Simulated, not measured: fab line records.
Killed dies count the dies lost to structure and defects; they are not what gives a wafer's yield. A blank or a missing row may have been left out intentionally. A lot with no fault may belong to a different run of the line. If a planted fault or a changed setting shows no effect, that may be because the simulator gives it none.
Which of the tools did it?    flow sky130    13 lots, 39 wafers sampled, at 4 steps of a route of 708

== WHAT EACH GAUGE READ, for each wafer ==
SKY_SONOS_ONO_OVL_MEAS_14. Usual: SONOS_ONO_OVL typically reads -1.3 nm, with standard deviation 1.3.
lot   measured      on          SONOS_ONO_OVL (nm)  flag
L858  day 12 16:52  overlay-01  -0.8 -0.4 -0.8      
L859  day 12 20:35  overlay-01  -2.6 -1.9 -0.3      
L860  day 13 08:01  overlay-02  0.6 0.3 0.6         
L864  day 14 14:49  overlay-01  -2.3 -2.2 -3.0      
L865  day 15 04:01  overlay-01  -1.1 -1.4 -0.3      
L866  day 15 08:28  overlay-02  -2.5 -2.3 -1.8      
L867  day 15 15:22  overlay-02  -1.8 -1.4 -1.0      
L868  day 16 01:28  overlay-01  -0.3 0.6 -0.8       
L873  day 17 15:49  overlay-01  -2.4 -1.4 -0.7      
L872  day 17 16:07  overlay-02  -1.7 -2.6 -2.6      
L875  day 18 14:01  overlay-01  0.4 -0.1 0.9        
L878  day 19 17:01  overlay-02  -0.4 -1.3 -1.5      
L881  day 20 23:34  overlay-01  -2.5 -0.9 -2.9      

SKY_POLY_GATE_THK_MEAS_01. Usual: POLY_GATE_CVD_00_THK typically reads 180.7 nm, with standard deviation 1.6.
lot   measured      on            POLY_GATE_CVD_00_THK (nm)  flag
L858  day 14 00:17  filmMetro-03  181.4 181.7 181.1          
L859  day 14 06:27  filmMetro-04  181.4 179.0 179.7          
L860  day 14 18:11  filmMetro-03  181.5 181.0 181.3          
L864  day 16 03:35  filmMetro-03  175.6 177.4 178.4          
L865  day 16 15:01  filmMetro-03  180.0 179.2 179.4          
L866  day 16 19:13  filmMetro-04  182.3 182.3 180.8          
L867  day 17 03:11  filmMetro-02  182.1 184.4 184.2          
L868  day 17 12:35  filmMetro-02  183.5 184.0 182.4          
L873  day 19 04:29  filmMetro-04  181.7 180.9 181.1          
L872  day 19 06:01  filmMetro-03  179.7 181.1 181.1          
L875  day 20 02:40  filmMetro-04  178.8 178.9 179.9          
L878  day 21 04:38  filmMetro-02  180.4 179.3 180.6          
L881  day 22 11:31  filmMetro-02  181.1 178.9 180.9          

SKY_POLY_GATE_OVL_MEAS_14. Usual: POLY_GATE_OVL typically reads 0 nm, with standard deviation 5.6.
lot   measured      on          POLY_GATE_OVL (nm)  flag
L858  day 16 09:07  overlay-02  -5 -10 -1           
L859  day 16 14:49  overlay-01  6 -10 -6            
L860  day 17 05:04  overlay-02  4 -3 5              
L864  day 18 18:24  overlay-02  -3 1 -1             
L865  day 19 03:36  overlay-02  3 2 7               
L866  day 19 08:09  overlay-01  -1 -6 3             
L867  day 19 17:12  overlay-01  -4 4 -2             
L868  day 20 02:30  overlay-02  -1 1 -4             
L873  day 21 20:12  overlay-01  1 -8 -4             
L872  day 21 20:55  overlay-02  37 38 36            OFF
L875  day 22 18:12  overlay-01  4 3 2               
L878  day 23 19:40  overlay-01  33 32 36            OFF
L881  day 25 01:10  overlay-02  -12 -1 -10          

== EACH LOT AND THE TOOL THAT RAN IT (in order: tool; ch and the chambers of the sampled wafers; start) ==
lot   SKY_POLY_GATE_EXPOSE_10
L858  krfScanner-02 ch 0, day 15 19:05
L859  krfScanner-02 ch 0, day 16 00:50
L860  krfScanner-02 ch 0, day 16 14:26
L864  krfScanner-02 ch 0, day 18 04:40
L865  krfScanner-02 ch 0, day 18 11:56
L866  krfScanner-01 ch 0, day 18 16:37
L867  krfScanner-01 ch 0, day 19 01:44
L868  krfScanner-01 ch 0, day 19 11:32
L873  krfScanner-02 ch 0, day 21 04:29
L872  krfScanner-01 ch 0, day 21 05:52
L875  krfScanner-02 ch 0, day 22 03:14
L878  krfScanner-01 ch 0, day 23 04:16
L881  krfScanner-02 ch 0, day 24 10:31
- SKY_POLY_GATE_EXPOSE_10: exposes mask P1M, target cd 150 nm.

== AS READ BY THE TOOLS THEMSELVES (means over the sampled wafers that have a number; for cases with no such wafer, the mark the record gives instead) ==
The record holds no such reading with a usual standard deviation.

== THE ANSWER, worked out from the rows above alone ==
Rule: take the mean of a lot's wafers that have a number; if it is more than 3 standard deviations from the usual mean, the lot is off. Also off: a lot with no number at a reading for which 4 or more lots have one. The other lots that the step has rows for count as sound. Order of review: gauges by route order, followed by the tools' own readings, for which a lot's mean as printed above is used. At the first step where some lot is off, the reading lying furthest off is the one used; lots without a number count as furthest.
Off: L872, L878, seen at SKY_POLY_GATE_OVL_MEAS_14 (POLY_GATE_OVL).
If a tool, at a process step before that reading, ran all the lots that are off and no sound lot after the first of them, it fits. The gauges at SKY_POLY_GATE_OVL_MEAS_14 are tried like those tools. One fits: krfScanner-01 at SKY_POLY_GATE_EXPOSE_10. A fault onset in the window from L868 (day 19 11:32, its last sound lot) to L872 (day 21 05:52, its first lot off) fits.

== WHAT THE SIMULATOR HAD PUT IN ==
Scanner matching overlay: krfScanner-01, from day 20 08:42 on, at SKY_POLY_GATE_EXPOSE_10. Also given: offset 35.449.
Lots struck among those shown: L872, L878. The rule above reached the same finding.
